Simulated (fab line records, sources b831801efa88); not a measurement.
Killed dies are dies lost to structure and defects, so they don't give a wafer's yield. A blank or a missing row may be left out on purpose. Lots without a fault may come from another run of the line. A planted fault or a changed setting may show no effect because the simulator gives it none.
fab line records | flow sky130
record lots=13 wafers=39 last_day=50
route steps=708 shown NWELL@77 GATE_OXIDE@189 LI_CONTACT@365 LOCAL_INTERCONNECT@388
lots that met no fault: from a run of the same line without faults
start_h: hours from the record's first day to the start of the lot's first wafer shown | wait_h: hours since the lot's step before | " the same as in the row above | L1.1+2: a row that stands for several wafers | - no value, or no start given | * or withheld: withheld | < > ~ a bound
route shown NAME@n: a module of which the file shows steps, and the number in the route of the first | usual: mean/standard deviation of fault-free wafers | same: alike in all rows | chamber/n: place in a boat | sites: the reading at each site | _std_site: their standard deviation | _edge_site: outer sites' mean less inner sites' | radius_mm: how far each site lies from the wafer's centre | mask NAME#n: copy n | behind: the tool/chamber that last shaped the wafer | hold: why the lot was held/for how many hours/how that ended | device: the transistor (n, p or np) that didn't switch | end of line: the same wafers' tests at the end of the route | a step without rows: its recipe alone | killed: dies lost to structure and defects at the first sort, not the wafer's yield | map: a wafer's dies, x killed, . not, _ none there
set.NAME: the setting as run; set.NAME@STEP: as run at that earlier step | model.NAME: the simulator's own value behind a step, which no gauge read
steps of the route over a sample of lots; a table a step, a row a wafer
services: from which hour (start_h, from the record's first day; less than 0 if before it) a tool's chamber was out of use, for how many hours, and why
## steps
# step SKY_NWELL_IMPLANT_24
# recipe species=B energy_kev=140 dose_cm2=9.2e+12 tilt_deg=withheld
# usual dose_ions_cm2=9.199e+12/1e+10 faraday_current_uA=51.8/1
# columns lot.wafer tool chamber start_h wait_h dose_ions_cm2 faraday_current_uA
L850.2 implanter-03 0 105.09 0.0 9.179e+12 52.5
L850.4 " 0 " " 9.196e+12 52.0
L850.6 " 0 " " 9.19e+12 52.2
L851.1 implanter-02 0 111.06 0.0 9.192e+12 51.1
L851.3 " 0 " " 9.191e+12 50.2
L851.4 " 0 " " 9.194e+12 51.3
L852.2 implanter-02 0 115.56 0.0 9.189e+12 54.5
L852.3 " 0 " " 9.172e+12 49.8
L852.4 " 0 " " 9.192e+12 51.5
L860.3 implanter-02 0 165.72 0.1 9.929e+12 55.3
L860.4 " 0 " " 9.912e+12 55.4
L860.5 " 0 " " 9.922e+12 55.1
L861.1 implanter-02 0 168.31 0.0 9.92e+12 55.4
L861.4 " 0 " " 9.931e+12 55.6
L861.5 " 0 " " 9.927e+12 55.5
L862.4 implanter-03 0 178.82 0.1 9.21e+12 52.3
L862.5 " 0 " " 9.193e+12 51.1
L862.6 " 0 " " 9.198e+12 50.3
L865.1 implanter-03 0 191.64 0.0 9.193e+12 53.0
L865.4 " 0 " " 9.189e+12 52.8
L865.5 " 0 " " 9.195e+12 50.9
L868.1 implanter-01 0 218.29 0.0 9.194e+12 54.5
L868.2 " 0 " " 9.205e+12 54.0
L868.4 " 0 " " 9.202e+12 53.0
L869.3 implanter-01 0 221.92 0.1 9.212e+12 52.0
L869.4 " 0 " " 9.203e+12 52.1
L869.6 " 0 " " 9.203e+12 49.9
L870.1 implanter-01 0 227.14 0.0 9.18e+12 52.8
L870.4 " 0 " " 9.191e+12 54.1
L870.5 " 0 " " 9.194e+12 52.9
L871.1 implanter-01 0 236.67 0.0 9.199e+12 52.4
L871.5 " 0 " " 9.21e+12 52.3
L871.6 " 0 " " 9.193e+12 50.8
L872.2 implanter-01 0 241.94 0.0 9.197e+12 52.5
L872.3 " 0 " " 9.199e+12 50.3
L872.6 " 0 " " 9.213e+12 54.6
L873.1 implanter-02 0 245.29 0.0 9.17e+12 54.1
L873.4 " 0 " " 9.208e+12 51.8
L873.6 " 0 " " 9.198e+12 52.0
# step SKY_NWELL_TW_MEAS_26
# usual NWELL_2_TW=493/4.3
# columns lot.wafer tool chamber start_h wait_h NWELL_2_TW
L850.2 film_metro-01 - 105.32 0.1 493
L850.4 " - " " 489
L850.6 " - " " 490
L851.1 film_metro-01 - 111.31 0.1 495
L851.3 " - " " 492
L851.4 " - " " 494
L852.2 film_metro-04 - 115.80 0.1 490
L852.3 " - " " 490
L852.4 " - " " 490
L860.3 film_metro-02 - 165.94 0.1 513
L860.4 " - " " 512
L860.5 " - " " 511
L861.1 film_metro-04 - 168.56 0.1 509
L861.4 " - " " 507
L861.5 " - " " 510
L862.4 film_metro-02 - 179.03 0.1 497
L862.5 " - " " 496
L862.6 " - " " 496
L865.1 film_metro-04 - 191.89 0.1 497
L865.4 " - " " 495
L865.5 " - " " 495
L868.1 film_metro-04 - 218.54 0.1 491
L868.2 " - " " 491
L868.4 " - " " 493
L869.3 film_metro-01 - 222.14 0.1 489
L869.4 " - " " 488
L869.6 " - " " 485
L870.1 film_metro-02 - 227.39 0.1 500
L870.4 " - " " 500
L870.5 " - " " 501
L871.1 film_metro-04 - 236.92 0.1 491
L871.5 " - " " 492
L871.6 " - " " 494
L872.2 film_metro-04 - 242.18 0.1 493
L872.3 " - " " 491
L872.6 " - " " 491
L873.1 film_metro-04 - 245.54 0.1 493
L873.4 " - " " 494
L873.6 " - " " 493
# step SKY_GATE_OXIDE_THK_MEAS_02
# recipe reads=SiO2_of_GATE_OXIDE_OXIDATION_01
# usual GATE_OXIDE_OXIDATION_00_THK=10.20/0.19
# columns lot.wafer tool chamber start_h wait_h GATE_OXIDE_OXIDATION_00_THK[nm]
L851.1 film_metro-02 - 293.29 0.0 10.10
L851.3 " - " " 10.15
L851.4 " - " " 10.03
L850.2 film_metro-01 - 293.30 0.0 10.38
L850.4 " - " " 10.24
L850.6 " - " " 10.33
L852.2 film_metro-02 - 302.89 0.0 10.27
L852.3 " - " " 10.28
L852.4 " - " " 10.30
L860.3 film_metro-01 - 363.39 0.0 10.15
L860.4 " - " " 10.19
L860.5 " - " " 10.28
L861.1 film_metro-02 - 367.48 0.0 10.30
L861.4 " - " " 10.21
L861.5 " - " " 10.32
L862.4 film_metro-02 - 384.64 0.0 9.90
L862.5 " - " " 9.95
L862.6 " - " " 10.08
L865.1 film_metro-01 - 396.07 0.0 9.98
L865.4 " - " " 10.05
L865.5 " - " " 9.83
L868.1 film_metro-02 - 435.08 0.0 10.37
L868.2 " - " " 10.36
L868.4 " - " " 10.44
L869.3 film_metro-04 - 443.08 0.0 10.44
L869.4 " - " " 10.45
L869.6 " - " " 10.58
L870.1 film_metro-01 - 447.00 0.0 10.49
L870.4 " - " " 10.28
L870.5 " - " " 10.58
L871.1 film_metro-01 - 462.73 0.0 10.32
L871.5 " - " " 10.32
L871.6 " - " " 10.45
L872.2 film_metro-04 - 466.69 0.0 10.30
L872.3 " - " " 10.01
L872.6 " - " " 10.12
L873.1 film_metro-04 - 470.65 0.0 10.23
L873.4 " - " " 10.15
L873.6 " - " " 10.26
# step SKY_LI_CONTACT_BOW_MEAS_03
# recipe mode=bow
# usual LI_CONTACT_BOW=57/7.2
# columns lot.wafer tool chamber start_h wait_h LI_CONTACT_BOW[um]
L850.2 film_metro-03 - 662.50 0.1 56
L850.4 " - " " 60
L850.6 " - " " 44
L851.1 film_metro-02 - 663.51 0.1 63
L851.3 " - " " 62
L851.4 " - " " 67
L852.2 film_metro-03 - 670.00 0.1 63
L852.3 " - " " 65
L852.4 " - " " 62
L860.3 film_metro-02 - 729.35 0.1 50
L860.4 " - " " 62
L860.5 " - " " 50
L861.1 film_metro-02 - 738.46 0.2 58
L861.4 " - " " 62
L861.5 " - " " 50
L862.4 film_metro-03 - 747.67 0.2 48
L862.5 " - " " 55
L862.6 " - " " 48
L865.1 film_metro-03 - 755.33 0.1 59
L865.4 " - " " 63
L865.5 " - " " 76
L868.1 film_metro-01 - 792.35 0.2 64
L868.2 " - " " 49
L868.4 " - " " 63
L869.3 film_metro-03 - 799.65 0.2 51
L869.4 " - " " 53
L869.6 " - " " 62
L870.1 film_metro-02 - 800.05 0.2 56
L870.4 " - " " 69
L870.5 " - " " 55
L871.1 film_metro-01 - 817.61 0.2 56
L871.5 " - " " 72
L871.6 " - " " 61
L872.2 film_metro-01 - 820.30 0.2 53
L872.3 " - " " 50
L872.6 " - " " 44
L873.1 film_metro-01 - 821.46 0.1 70
L873.4 " - " " 47
L873.6 " - " " 57
# step SKY_LOCAL_INTERCONNECT_RS_MEAS_01
# recipe thk_meas_gauge=four-point-probe reads=TiN_of_LOCAL_INTERCONNECT_SPUTTER_00
# usual LOCAL_INTERCONNECT_TIN_RS=14.03/0.16
# columns lot.wafer tool chamber start_h wait_h LOCAL_INTERCONNECT_TIN_RS[ohm/sq]
L850.2 film_metro-01 - 692.18 0.1 13.77
L850.4 " - " " 13.73
L850.6 " - " " 13.85
L851.1 film_metro-03 - 692.91 0.0 13.91
L851.3 " - " " 14.24
L851.4 " - " " 14.26
L852.2 film_metro-04 - 699.13 0.1 14.02
L852.3 " - " " 13.91
L852.4 " - " " 13.92
L860.3 film_metro-01 - 757.41 0.1 13.83
L860.4 " - " " 13.79
L860.5 " - " " 13.83
L861.1 film_metro-04 - 766.43 0.0 13.99
L861.4 " - " " 14.01
L861.5 " - " " 14.09
L862.4 film_metro-01 - 775.17 0.1 13.93
L862.5 " - " " 14.02
L862.6 " - " " 14.15
L865.1 film_metro-03 - 783.21 0.0 14.10
L865.4 " - " " 13.83
L865.5 " - " " 14.11
L868.1 film_metro-01 - 820.51 0.0 14.09
L868.2 " - " " 14.16
L868.4 " - " " 14.20
L869.3 film_metro-04 - 827.45 0.1 13.98
L869.4 " - " " 13.99
L869.6 " - " " 14.12
L870.1 film_metro-01 - 827.49 0.0 13.91
L870.4 " - " " 13.96
L870.5 " - " " 14.00
L871.1 film_metro-03 - 844.53 0.0 14.56
L871.5 " - " " 14.06
L871.6 " - " " 14.27
L872.2 film_metro-03 - 847.45 0.1 14.12
L872.3 " - " " 14.11
L872.6 " - " " 14.07
L873.1 film_metro-04 - 849.11 0.0 13.80
L873.4 " - " " 13.95
L873.6 " - " " 13.64
## services
# columns tool chamber start_h hours kind
implanter-03 - 112.35 16.8 pm
implanter-02 - 112.77 1.6 repair
implanter-01 - 127.22 3.5 pm
implanter-03 - 178.96 5.4 repair
implanter-02 - 230.42 0.7 repair
## key
first_sign step=SKY_NWELL_IMPLANT_24 reading=dose_ions_cm2 direction=up sigmas=69 usual=* struck=*
effect step=SKY_NWELL_IMPLANT_24 reading=faraday_current_uA direction=up sigmas=3.4 usual=51.8 struck=55.4
effect step=SKY_NWELL_TW_MEAS_26 reading=NWELL_2_TW direction=up sigmas=4 usual=493 struck=510
met_at SKY_NWELL_IMPLANT_24
struck_lots L860,L861
tester_left_out L860,L861
not_acting_at SKY_GATE_OXIDE_THK_MEAS_02,SKY_LI_CONTACT_BOW_MEAS_03,SKY_LOCAL_INTERCONNECT_RS_MEAS_01
onset_between 115.56 165.72
fault kind=process_parameter_drift tool=implanter-02 chamber=- onset_h=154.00 steps=SKY_NWELL_IMPLANT_24 channel=dose_cm2 offset=* shape=step end_h=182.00 acts_in=* stated=*
# tester_left_out: of these lots the tester's yield and bins aren't shown, on N5 and GAA mostly nor the transistor test; their killed dies are dies lost to structure and defects alone, not to doping, threshold or leakage, so they don't give the yield
